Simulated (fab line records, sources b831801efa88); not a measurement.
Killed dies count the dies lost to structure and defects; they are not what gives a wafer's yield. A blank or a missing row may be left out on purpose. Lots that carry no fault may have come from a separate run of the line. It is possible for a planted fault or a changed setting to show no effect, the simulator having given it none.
Which tool did it?	flow gf180mcu	36 wafers from 12 lots sampled at 4 of the route's 602 steps

## WHAT EACH GAUGE READ, for each wafer
GF_V1_THK_MEAS_25: measures by xrf.
lot	measured	on	V1_W_THK (nm)
L870	day 18 03:33	film-metro-01	335 339 333
L871	day 18 11:16	film-metro-03	343 344 340
L874	day 19 14:08	film-metro-03	339 336 342
L876	day 20 14:32	film-metro-03	341 344 341
L877	day 20 19:05	film-metro-02	342 348 344
L878	day 21 07:25	film-metro-02	337 339 339
L884	day 23 10:26	film-metro-02	339 340 340
L885	day 23 13:10	film-metro-02	343 344 343
L886	day 24 04:11	film-metro-03	344 340 342
L887	day 24 07:05	film-metro-01	336 342 339
L891	day 25 13:01	film-metro-01	335 337 334
L893	day 26 09:04	film-metro-02	338 340 340

GF_V2_THK_MEAS_01.
lot	measured	on	V2_CVD_00_THK (nm)
L870	day 19 04:47	film-metro-04	603 595 607
L871	day 19 13:33	film-metro-04	593 597 599
L874	day 20 17:16	film-metro-04	597 592 594
L876	day 21 15:38	film-metro-04	587 595 593
L877	day 21 20:37	film-metro-01	603 600 603
L878	day 22 08:47	film-metro-04	594 601 603
L884	day 24 10:28	film-metro-01	593 600 598
L885	day 24 12:48	film-metro-04	477 472 478
L886	day 25 03:43	film-metro-02	480 479 491
L887	day 25 06:01	film-metro-04	481 474 472
L891	day 26 11:31	film-metro-04	600 600 601
L893	day 27 07:08	film-metro-01	606 602 607

## WHAT TOOL EACH LOT RAN ON (gives the tool, then ch and the chambers of the sampled wafers, and finally the start)
lot	GF_V1_CMP_26	GF_V2_CVD_00
L870	cmp-01 ch 0,2,3, day 18 03:36	hdpcvd-01 ch 0,2, day 19 04:43
L871	cmp-01 ch 0,3, day 18 11:21	hdpcvd-01 ch 0,2, day 19 13:28
L874	cmp-02 ch 0,2,3, day 19 14:18	hdpcvd-02 ch 0,2, day 20 17:11
L876	cmp-01 ch 0,1,2, day 20 14:39	hdpcvd-02 ch 1,2, day 21 15:34
L877	cmp-01 ch 1,2,3, day 20 19:12	hdpcvd-01 ch 0, day 21 20:31
L878	cmp-01 ch 0,1,2, day 21 07:29	hdpcvd-02 ch 0,1,2, day 22 08:43
L884	cmp-01 ch 0,3, day 23 10:28	hdpcvd-02 ch 0,1, day 24 10:22
L885	cmp-01 ch 0,1,2, day 23 13:18	hdpcvd-01 ch 0,1, day 24 12:42
L886	cmp-02 ch 0,1,3, day 24 04:15	hdpcvd-01 ch 0,1,2, day 25 03:38
L887	cmp-01 ch 1,2, day 24 07:09	hdpcvd-01 ch 0,2, day 25 05:57
L891	cmp-02 ch 0,3, day 25 13:04	hdpcvd-02 ch 0,2, day 26 11:26
L893	cmp-01 ch 0,2, day 26 09:11	hdpcvd-02 ch 0,1,2, day 27 07:03
- GF_V1_CMP_26: polishes, stops on SiO2, t overpolish 15 s, target thk 0 nm.
- GF_V2_CVD_00: deposits SiO2, target thk 600 nm, time 100 s.

## AS READ BY THE TOOLS THEMSELVES (means over the sampled wafers that have a number; for cases with no such wafer, the mark the record gives instead)
GF_V1_CMP_26.
lot	tool	head-pressure-psi (psi)	motor-current-A (A)	overpolish-run-s (s)	slurry-flow-ml-min	time-to-endpoint-s (s)
L870	cmp-01	3.496	12.1	15.002	149.7	80.3
L871	cmp-01	3.503	11.1	15.001	150.2	86.2
L874	cmp-02	3.493	12.1	15.004	150.8	87.3
L876	cmp-01	3.501	11.5	14.999	150.4	85.9
L877	cmp-01	3.492	11.6	14.995	149.7	86.5
L878	cmp-01	3.508	11.6	14.991	149.5	83.1
L884	cmp-01	3.498	11.2	15.000	150.0	87.1
L885	cmp-01	3.495	11.9	15.002	150.5	86.5
L886	cmp-02	3.501	10.9	15.003	150.0	87.7
L887	cmp-01	3.500	12.2	15.004	149.7	83.9
L891	cmp-02	3.492	11.8	15.004	150.1	88.0
L893	cmp-01	3.495	12.0	14.999	149.9	86.0

GF_V2_CVD_00.
lot	tool	sih4-flow-sccm (sccm)
L870	hdpcvd-01	60.16
L871	hdpcvd-01	59.92
L874	hdpcvd-02	60.12
L876	hdpcvd-02	60.00
L877	hdpcvd-01	60.00
L878	hdpcvd-02	60.12
L884	hdpcvd-02	60.14
L885	hdpcvd-01	47.90
L886	hdpcvd-01	48.09
L887	hdpcvd-01	48.05
L891	hdpcvd-02	59.89
L893	hdpcvd-02	60.08

## THE ANSWER, worked out from the rows above alone
Rule: the usual values come from the lots themselves. The widest of any qualifying gaps counts: lots, ordered by their means at a reading, are off when they make up no more than a third of the lots, leave a main group of 4 or more, and stand apart from it by 3 or more times the standard deviation of that group's means. Not used: any main group whose means are identical at the precision the tables above print for the reading. Also off: a lot with no number at a reading for which 4 or more lots have one. The other lots that the step has rows for count as sound. The gauges are gone through in route order, then the tools' own readings, and for those a lot's mean is taken as printed above. At the first step where some lot is off, the reading lying furthest off is the one used; lots without a number count as furthest.
Off: L885, L886, L887, at GF_V2_THK_MEAS_01 (V2_CVD_00_THK). The main group: mean 599 nm, standard deviation 3.9.
If a tool, at a process step before that reading, ran all the lots that are off and no sound lot after the first of them, it fits. Not tried: the gauges at GF_V2_THK_MEAS_01; whatever is off there is also off at GF_V2_CVD_00, on other tools, and gauge error can't account for it. One candidate fits, namely hdpcvd-01 at GF_V2_CVD_00. A fault onset in the window from L877 (day 21 20:31, its last sound lot) to L885 (day 24 12:42, its first lot off) fits.
The tool's own readings at GF_V2_CVD_00 bear it out: on the lots that are off they differ by more than 5 times the standard deviation of the sound lots' means. sih4-flow-sccm reads 48.01 sccm there against 60.05 sccm on the sound lots.

## WHAT THE SIMULATOR PUT IN
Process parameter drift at GF_V2_CVD_00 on hdpcvd-01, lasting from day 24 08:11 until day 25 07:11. A move of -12 in setting sih4-flow-sccm, from 60. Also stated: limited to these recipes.
Struck lots among those shown: L885, L886, L887. The rule above reached the same finding.
